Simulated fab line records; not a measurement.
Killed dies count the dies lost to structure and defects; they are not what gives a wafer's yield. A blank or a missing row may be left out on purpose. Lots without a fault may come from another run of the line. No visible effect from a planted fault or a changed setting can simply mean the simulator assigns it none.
Chamber matching :: flow gf180mcu :: 3 sister chambers for GF_PASSIVATION_CVD_02 on pecvd-01
The step deposits Si3N4, target thk 700 nm, time 486.18 s. 14 wafers are shown with their chamber, then 7 later ones without.

WAFERS, EACH WITH ITS CHAMBER
wafer: L333.1
chamber: 1
heaterPowerW (W): 908

wafer: L333.4
chamber: 1
heaterPowerW (W): 925

wafer: L333.6
chamber: 2
heaterPowerW (W): 757

wafer: L335.3
chamber: 1
heaterPowerW (W): 883

wafer: L335.5
chamber: 0
heaterPowerW (W): 698

wafer: L335.6
chamber: 1
heaterPowerW (W): 914

wafer: L336.1
chamber: 2
heaterPowerW (W): 647

wafer: L336.2
chamber: 1
heaterPowerW (W): 777

wafer: L336.3
chamber: 0
heaterPowerW (W): 704

wafer: L337.1
chamber: 2
heaterPowerW (W): 797

wafer: L337.3
chamber: 0
heaterPowerW (W): 700

wafer: L337.5
chamber: 2
heaterPowerW (W): 623

wafer: L338.2
chamber: 1
heaterPowerW (W): 895

wafer: L338.4
chamber: 1
heaterPowerW (W): 751

SIGNATURES, as means of the wafers listed above
reading: heaterPowerW
chamber 0: 700.67
chamber 1: 864.71
chamber 2: 706.00
scatter within a chamber: 68.1
Rule: for a wafer and a chamber, the distance is found by dividing, reading by reading, the gap between the wafer's reading and the chamber's mean by the reading's scatter, squaring, summing and taking the root. The wafer belongs to the nearest chamber; if the next one is less than 2 further off, it can't be placed. The scatter: take each reading less its chamber's mean, square it, sum over the shown wafers, divide by the number of wafers less the number of chambers, and take the root.

WAFERS WHOSE CHAMBER IS MISSING
wafer: L338.5
heaterPowerW (W): 736

wafer: L341.2
heaterPowerW (W): 859

wafer: L341.3
heaterPowerW (W): 776

wafer: L341.6
heaterPowerW (W): 615

wafer: L342.2
heaterPowerW (W): 706

wafer: L342.3
heaterPowerW (W): 786

wafer: L342.4
heaterPowerW (W): 778

WHICH CHAMBER EACH WENT THROUGH
wafer: L338.5
from the rows above: can't be placed: 2 or 0 or 1
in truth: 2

wafer: L341.2
from the rows above: 1
in truth: 1

wafer: L341.3
from the rows above: can't be placed: 2 or 0 or 1
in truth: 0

wafer: L341.6
from the rows above: can't be placed: 0 or 2
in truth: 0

wafer: L342.2
from the rows above: can't be placed: 2 or 0
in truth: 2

wafer: L342.3
from the rows above: can't be placed: 1 or 2 or 0
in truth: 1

wafer: L342.4
from the rows above: can't be placed: 2 or 0 or 1
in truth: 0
1 of 7 placed correctly. Not placeable from these rows: 6 (in 6, the candidates include the true chamber). Placed wrongly: 0.
